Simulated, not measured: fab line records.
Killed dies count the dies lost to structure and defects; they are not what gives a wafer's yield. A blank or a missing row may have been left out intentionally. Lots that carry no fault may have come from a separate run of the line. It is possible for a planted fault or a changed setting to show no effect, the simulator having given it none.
Chamber matching    flow gf180mcu    4 sister chambers for GF_V3_CMP_26 on cmp-01
The step polishes, stops on SiO2, t overpolish 15 s, target thk 0 nm. 4 wafers are shown with their chamber, then 12 later ones without.

## WAFERS, EACH WITH ITS CHAMBER
wafer   chamber  motorCurrentA (A)
L087.1  0        10.4
L089.4  1        9.6
L088.2  3        12.3
L088.5  2        13.0

## WAFERS MISSING THEIR CHAMBER
wafer   motorCurrentA (A)
L093.2  11.9
L093.3  10.1
L093.6  10.4
L095.1  9.9
L095.4  9.4
L095.5  9.9
L097.1  10.5
L097.5  9.6
L097.6  13.2
L096.1  9.7
L096.2  12.4
L096.6  12.8

## WHICH CHAMBER EACH ONE RAN IN
wafer    from the rows above       in truth
L093.2   3                         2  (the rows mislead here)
L093.3   can't be placed: 0 or 1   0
L093.6   0                         0
L095.1   can't be placed: 1 or 0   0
L095.4   1                         1
L095.5   can't be placed: 1 or 0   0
L097.1   0                         0
L097.5   1                         1
L097.6   2                         2
L096.1   1                         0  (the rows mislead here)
L096.2   3                         3
L096.6   can't be placed: 2 or 3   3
Correct placement for 6 of the 12. Can't be placed from these rows: 4 (the true chamber is among the candidates in 4). 2 placed wrongly.
How it was worked out, from the rows above alone: a wafer's distance from a chamber is the root of the sum, over the readings, of the square of ((its reading less the chamber's mean) divided by the reading's scatter). If the next closest chamber is less than 2 further off than the closest, the wafer can't be placed; otherwise it belongs to the closest. The mean given for a chamber averages the wafers shown for that chamber. The scatter (one wafer shown for each chamber): square how far every hidden wafer sits from the nearest shown wafer, average those squares and take the square root.
